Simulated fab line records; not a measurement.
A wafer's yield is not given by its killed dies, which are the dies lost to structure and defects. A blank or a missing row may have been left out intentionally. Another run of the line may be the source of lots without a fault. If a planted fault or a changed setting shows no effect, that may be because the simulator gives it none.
The tool behind it: which one? -- flow sky130 -- 39 wafers from 13 lots sampled at 5 of the route's 708 steps

WHAT EACH GAUGE READ, for each wafer
SKY_SD_N_CD_MEAS_07 targets a cd of 380 nm.
lot,measured,on,cd-nm (nm)
L633,day 27 19:53,cd-sem-01,381.2 379.6 380.1
L636,day 28 19:29,cd-sem-02,378.5 378.7 379.5
L641,day 30 23:28,cd-sem-02,391.7 391.4 391.7
L643,day 31 03:34,cd-sem-02,393.9 394.1 395.2
L646,day 32 11:26,cd-sem-01,379.7 379.5 380.0
L647,day 32 13:17,cd-sem-01,380.4 383.1 382.6
L649,day 33 05:43,cd-sem-02,380.6 379.6 382.0
L650,day 33 12:56,cd-sem-02,382.3 384.4 381.6
L651,day 34 00:17,cd-sem-02,381.3 381.4 381.5
L653,day 34 12:17,cd-sem-01,383.2 380.8 381.3
L654,day 35 09:16,cd-sem-01,380.7 378.7 380.7
L655,day 35 09:37,cd-sem-01,378.7 381.8 381.4
L656,day 35 10:37,cd-sem-01,376.9 379.2 380.5

SKY_LI_CONTACT_RS_MEAS_22: measurement is done with a four-point probe.
lot,measured,on,LI_CONTACT_W_RS (ohm/sq)
L633,day 29 02:44,film-metro-03,0.272 0.275 0.286
L636,day 30 01:52,film-metro-01,0.289 0.282 0.286
L641,day 32 05:46,film-metro-03,0.287 0.289 0.292
L643,day 32 09:34,film-metro-03,0.275 0.287 0.277
L646,day 33 17:06,film-metro-01,0.283 0.283 0.285
L647,day 33 19:23,film-metro-04,0.293 0.285 0.285
L649,day 34 10:02,film-metro-03,0.282 0.280 0.283
L650,day 34 18:17,film-metro-01,0.282 0.281 0.283
L651,day 35 04:38,film-metro-03,0.285 0.286 0.282
L653,day 35 17:13,film-metro-04,0.276 0.289 0.275
L654,day 36 14:11,film-metro-01,0.289 0.283 0.287
L655,day 36 14:29,film-metro-04,0.289 0.275 0.277
L656,day 36 15:29,film-metro-04,0.275 0.277 0.293

SKY_LOCAL_INTERCONNECT_RS_MEAS_01: measurement is done with a four-point probe.
lot,measured,on,LOCAL_INTERCONNECT_TIN_RS (ohm/sq)
L633,day 29 03:17,film-metro-02,14.03 13.87 13.95
L636,day 30 02:24,film-metro-02,13.93 14.03 13.93
L641,day 32 06:19,film-metro-02,14.16 13.93 14.19
L643,day 32 10:27,film-metro-04,14.00 13.81 13.91
L646,day 33 17:39,film-metro-01,14.39 14.30 14.25
L647,day 33 19:55,film-metro-04,13.88 13.97 14.25
L649,day 34 10:35,film-metro-04,14.20 14.19 14.09
L650,day 34 18:49,film-metro-01,14.15 13.97 14.00
L651,day 35 05:11,film-metro-01,13.95 14.26 14.19
L653,day 35 17:46,film-metro-02,14.11 14.19 14.12
L654,day 36 14:44,film-metro-01,14.02 14.15 13.95
L655,day 36 15:02,film-metro-01,14.34 14.20 14.23
L656,day 36 16:02,film-metro-01,14.30 14.11 14.27

SKY_LOCAL_INTERCONNECT_THK_MEAS_02: measures by xrf.
lot,measured,on,LOCAL_INTERCONNECT_TIN_THK (nm)
L633,day 29 03:24,film-metro-02,100.5 102.1 100.8
L636,day 30 02:31,film-metro-02,102.2 101.1 101.9
L641,day 32 06:26,film-metro-02,99.3 100.9 98.9
L643,day 32 10:34,film-metro-04,101.3 103.1 101.5
L646,day 33 17:46,film-metro-01,99.9 100.7 100.7
L647,day 33 20:02,film-metro-04,102.9 102.6 100.4
L649,day 34 10:41,film-metro-04,100.1 100.0 100.7
L650,day 34 18:56,film-metro-01,101.4 102.2 102.2
L651,day 35 05:16,film-metro-01,102.9 100.8 101.4
L653,day 35 17:53,film-metro-02,100.4 99.7 100.6
L654,day 36 14:50,film-metro-01,102.3 101.8 102.6
L655,day 36 15:09,film-metro-01,100.5 100.8 100.5
L656,day 36 16:08,film-metro-01,101.0 101.9 100.8

WHICH TOOL RAN EACH LOT (tool, then ch and the chambers of the sampled wafers, then the start)
lot,SKY_SD_N_DEVELOP_06
L633,"litho-track-03 ch 0, day 27 19:44"
L636,"litho-track-02 ch 0, day 28 19:20"
L641,"litho-track-02 ch 0, day 30 23:19"
L643,"litho-track-02 ch 0, day 31 03:25"
L646,"litho-track-03 ch 0, day 32 11:17"
L647,"litho-track-01 ch 0, day 32 13:08"
L649,"litho-track-01 ch 0, day 33 05:34"
L650,"litho-track-03 ch 0, day 33 12:47"
L651,"litho-track-03 ch 0, day 34 00:09"
L653,"litho-track-01 ch 0, day 34 12:08"
L654,"litho-track-01 ch 0, day 35 09:07"
L655,"litho-track-02 ch 0, day 35 09:28"
L656,"litho-track-03 ch 0, day 35 10:29"
- SKY_SD_N_DEVELOP_06: develop time 60 s.

WHAT THE TOOLS THEMSELVES READ (means of the sampled wafers that have a number; where no wafer has one, the mark that the record gives instead)
SKY_SD_N_DEVELOP_06.
lot,tool,chill-plate-temp-C (C),developer-temp-C (C)
L633,litho-track-03,22.90,22.97
L636,litho-track-02,22.90,23.04
L641,litho-track-02,23.01,22.96
L643,litho-track-02,22.96,22.97
L646,litho-track-03,23.09,23.08
L647,litho-track-01,23.08,23.12
L649,litho-track-01,23.01,22.95
L650,litho-track-03,23.18,22.94
L651,litho-track-03,22.97,22.99
L653,litho-track-01,22.85,23.09
L654,litho-track-01,22.97,22.96
L655,litho-track-02,22.88,23.02
L656,litho-track-03,23.04,23.09

THE ANSWER, worked out from the rows above alone
Rule: the usual values come from the lots themselves. Put in order of their means at a reading, lots are off if they are a third of the lots or fewer, leave a main group of 4 or more, and stand apart from it by a gap of 3 or more times the standard deviation of the main group's means; of several such gaps the widest counts. A main group is skipped when, at the precision printed for the reading in the tables above, its means are all equal. A lot without any number at a reading at which 4 lots or more have one is off too. Any other lot the step has rows for is counted as sound. After the gauges, taken in route order, come the tools' own readings; for these a lot's mean is taken, as printed above. The first step at which some lot is off is used, and at that step the reading that is off furthest; a lot without a number counts as furthest.
Off at SKY_SD_N_CD_MEAS_07 (cd-nm): L641, L643. For the main group the mean is 380.7 nm and the standard deviation 1.2.
A tool fits if, at a process step before that reading, it ran every lot that is off, and no sound lot after the first of them. Gauges at SKY_SD_N_CD_MEAS_07: tried the same way as those tools. No candidate that was tried fits.

WHAT THE SIMULATOR HAD INSERTED
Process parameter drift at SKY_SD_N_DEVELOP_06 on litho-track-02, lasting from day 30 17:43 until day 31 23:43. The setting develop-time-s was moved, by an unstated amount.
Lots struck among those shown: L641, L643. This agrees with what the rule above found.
